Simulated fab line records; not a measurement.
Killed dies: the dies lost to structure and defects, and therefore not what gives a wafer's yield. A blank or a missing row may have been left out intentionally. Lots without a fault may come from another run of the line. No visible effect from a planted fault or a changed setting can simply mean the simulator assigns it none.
Which of the tools did it? ; flow gf180mcu ; 33 wafers from 11 lots sampled at 6 of the route's 602 steps

## WHAT EACH GAUGE READ, for each wafer
GF_STI_THK_MEAS_04.
lot;measured;on;STI_CVD_03_THK (nm)
L262;day 1 18:35;filmMetro-02;205.1 206.5 206.6
L265;day 2 09:51;filmMetro-04;207.1 207.2 208.6
L267;day 2 19:41;filmMetro-03;206.6 208.3 207.5
L268;day 3 01:11;filmMetro-02;209.7 208.8 209.3
L269;day 3 06:14;filmMetro-02;209.1 207.9 209.9
L271;day 3 15:35;filmMetro-02;205.7 206.8 206.1
L272;day 3 22:34;filmMetro-02;205.9 206.2 206.8
L274;day 4 06:34;filmMetro-02;159.4 161.1 159.8
L275;day 4 11:53;filmMetro-02;157.1 156.2 157.2
L278;day 5 03:36;filmMetro-02;209.7 209.2 207.7
L284;day 6 10:25;filmMetro-02;209.1 208.7 206.3

GF_DUAL_GATE_OVL_MEAS_11.
lot;measured;on;DUAL_GATE_OVL (nm)
L262;day 8 14:43;overlay-02;-3.7 -3.0 -2.6
L265;day 9 09:21;overlay-02;-0.2 -0.2 -0.5
L267;day 9 23:52;overlay-02;0.9 0.5 0.8
L268;day 10 07:37;overlay-01;0.8 -1.0 -1.8
L269;day 10 15:33;overlay-01;3.5 3.2 1.3
L271;day 11 05:08;overlay-02;0.0 1.2 0.6
L272;day 11 13:23;overlay-02;1.0 -0.6 -0.4
L274;day 12 03:32;overlay-01;0.0 0.1 1.3
L275;day 12 09:20;overlay-01;0.5 2.1 3.6
L278;day 13 05:48;overlay-01;1.0 0.9 2.1
L284;day 15 00:15;overlay-01;-0.3 1.9 1.1

GF_POLY_GATE_THK_MEAS_01.
lot;measured;on;POLY_GATE_CVD_00_THK (nm)
L262;day 8 20:09;filmMetro-01;197.5 196.7 198.6
L265;day 9 12:30;filmMetro-01;199.9 200.9 198.7
L267;day 10 03:50;filmMetro-02;196.7 198.1 196.6
L268;day 10 10:47;filmMetro-04;200.5 200.7 197.0
L269;day 10 19:10;filmMetro-02;198.2 198.5 198.9
L271;day 11 08:50;filmMetro-04;197.2 195.8 195.2
L272;day 11 17:23;filmMetro-04;200.8 200.4 199.5
L274;day 12 06:41;filmMetro-04;200.3 198.5 201.1
L275;day 12 12:41;filmMetro-01;199.9 199.6 201.6
L278;day 13 08:58;filmMetro-02;201.3 198.8 200.2
L284;day 15 05:10;filmMetro-01;199.6 197.7 198.1

## TOOL THAT RAN EACH LOT (tool first, then ch and the chambers of the sampled wafers, then the start)
lot;GF_STI_CVD_03;GF_STI_ETCH_13;GF_VT_IMPLANT_STRIP_31
L262;lpcvd-01 ch 1, day 1 16:34;rieDiel-03 ch 0,1, day 2 06:04;plasmaAsher-01 ch 0,1, day 7 02:49
L265;lpcvd-02 ch 0, day 2 07:52;rieDiel-03 ch 0,2,3, day 2 22:07;plasmaAsher-01 ch 0,1, day 7 21:29
L267;lpcvd-01 ch 1, day 2 17:41;rieDiel-01 ch 1,2,3, day 3 08:16;plasmaAsher-04 ch 0,1, day 8 10:34
L268;lpcvd-01 ch 0, day 2 23:12;rieDiel-01 ch 2,3, day 3 14:04;plasmaAsher-04 ch 0,1, day 8 19:41
L269;lpcvd-01 ch 1, day 3 04:15;rieDiel-04 ch 0,2,3, day 3 19:40;plasmaAsher-01 ch 0,1, day 9 00:35
L271;lpcvd-01 ch 1, day 3 13:34;rieDiel-03 ch 0,2,3, day 4 04:16;plasmaAsher-02 ch 0,1, day 9 13:55
L272;lpcvd-01 ch 1, day 3 20:34;rieDiel-01 ch 0,1,2, day 4 11:46;plasmaAsher-04 ch 0, day 9 22:10
L274;lpcvd-01 ch 0, day 4 04:34;rieDiel-03 ch 0,1,3, day 4 19:43;plasmaAsher-02 ch 0,1, day 10 11:40
L275;lpcvd-01 ch 1, day 4 09:55;rieDiel-03 ch 0,2,3, day 5 01:27;plasmaAsher-04 ch 0,1, day 10 17:35
L278;lpcvd-02 ch 0, day 5 01:37;rieDiel-03 ch 1,2, day 5 18:09;plasmaAsher-01 ch 0,1, day 11 12:32
L284;lpcvd-02 ch 1, day 6 08:26;rieDiel-01 ch 0,2,3, day 7 01:10;plasmaAsher-01 ch 0,1, day 13 05:59
- GF_STI_CVD_03: deposits Si3N4 from DCS/NH3, target thk 207.16 nm, time 3551 s.
- GF_STI_ETCH_13: etches the open film in CHF3/O2, stops on Si, target depth 282.31 nm, time 112.9 s.
- GF_VT_IMPLANT_STRIP_31: strips in O2/N2.

## AS READ BY THE TOOLS THEMSELVES (means over the sampled wafers that have a number; for cases with no such wafer, the mark the record gives instead)
GF_STI_CVD_03.
lot;tool;zonePowerBottomPct (%);zonePowerLowerPct (%);zonePowerTopPct (%)
L262;lpcvd-01;21.0;13.9;29.3
L265;lpcvd-02;25.4;15.0;24.8
L267;lpcvd-01;21.2;13.7;29.3
L268;lpcvd-01;19.8;14.1;23.2
L269;lpcvd-01;21.2;13.8;29.8
L271;lpcvd-01;21.3;13.8;29.6
L272;lpcvd-01;21.2;13.9;29.6
L274;lpcvd-01;20.0;14.0;23.1
L275;lpcvd-01;21.2;13.9;29.1
L278;lpcvd-02;25.7;15.1;24.8
L284;lpcvd-02;21.3;15.8;29.9

GF_STI_ETCH_13.
lot;tool;drypumpMotorCurrentA (A);oesProductAu (a.u.);throttleValvePct (%)
L262;rieDiel-03;6.2;0.826;8.807
L265;rieDiel-03;5.7;0.832;8.798
L267;rieDiel-01;6.2;0.835;8.813
L268;rieDiel-01;6.3;0.841;8.813
L269;rieDiel-04;5.1;0.836;8.822
L271;rieDiel-03;5.7;0.832;8.803
L272;rieDiel-01;5.9;0.837;8.810
L274;rieDiel-03;5.9;0.730;8.781
L275;rieDiel-03;5.7;0.724;8.774
L278;rieDiel-03;6.2;0.836;8.814
L284;rieDiel-01;6.2;0.833;8.813

GF_VT_IMPLANT_STRIP_31.
lot;tool;drypumpMotorCurrentA (A);heaterPowerW (W);n2FlowSccm (sccm);oesProductAu (a.u.);stripTimeToEndpointS (s)
L262;plasmaAsher-01;6.0;304;300.2;0.712;12.598
L265;plasmaAsher-01;6.1;308;299.4;0.718;12.610
L267;plasmaAsher-04;5.7;312;300.6;0.721;12.674
L268;plasmaAsher-04;5.7;317;300.1;0.717;12.643
L269;plasmaAsher-01;6.1;313;300.2;0.716;12.594
L271;plasmaAsher-02;5.5;322;300.4;0.716;12.632
L272;plasmaAsher-04;6.4;356;301.3;0.710;12.626
L274;plasmaAsher-02;5.6;317;299.9;0.716;12.648
L275;plasmaAsher-04;6.0;338;300.3;0.713;12.665
L278;plasmaAsher-01;6.0;304;300.7;0.716;12.632
L284;plasmaAsher-01;6.1;318;300.4;0.718;12.625

## THE ANSWER, worked out from the rows above alone
Rule: the usual values come from the lots themselves. Put in order of their means at a reading, lots are off if they are a third of the lots or fewer, leave a main group of 4 or more, and stand apart from it by a gap of 3 or more times the standard deviation of the main group's means; of several such gaps the widest counts. A main group whose means are all the same, to the digits that the tables above print for the reading, isn't used. Also off: a lot with no number at a reading for which 4 or more lots have one. Any other lot the step has rows for is counted as sound. After the gauges, taken in route order, come the tools' own readings; for these a lot's mean is taken, as printed above. At the first step where some lot is off, the reading lying furthest off is the one used; lots without a number count as furthest.
Off: L274, L275, seen at GF_STI_THK_MEAS_04 (STI_CVD_03_THK). For the main group the mean is 207.6 nm and the standard deviation 1.2.
A tool fits if, at a process step before that reading, it ran every lot that is off, and no sound lot after the first of them. The gauges at GF_STI_THK_MEAS_04 aren't tried: what is off there is off at GF_STI_ETCH_13 too, on other tools, and a gauge's error can't cause that. One fits: GF_STI_CVD_03 on lpcvd-01. A fault onset in the window from L272 (day 3 20:34, its last sound lot) to L274 (day 4 04:34, its first lot off) fits.

## WHAT THE SIMULATOR PUT IN
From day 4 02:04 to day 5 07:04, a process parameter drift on lpcvd-01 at GF_STI_CVD_03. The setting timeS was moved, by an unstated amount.
Shown lots that were struck: L274, L275. The same result came from the rule above.
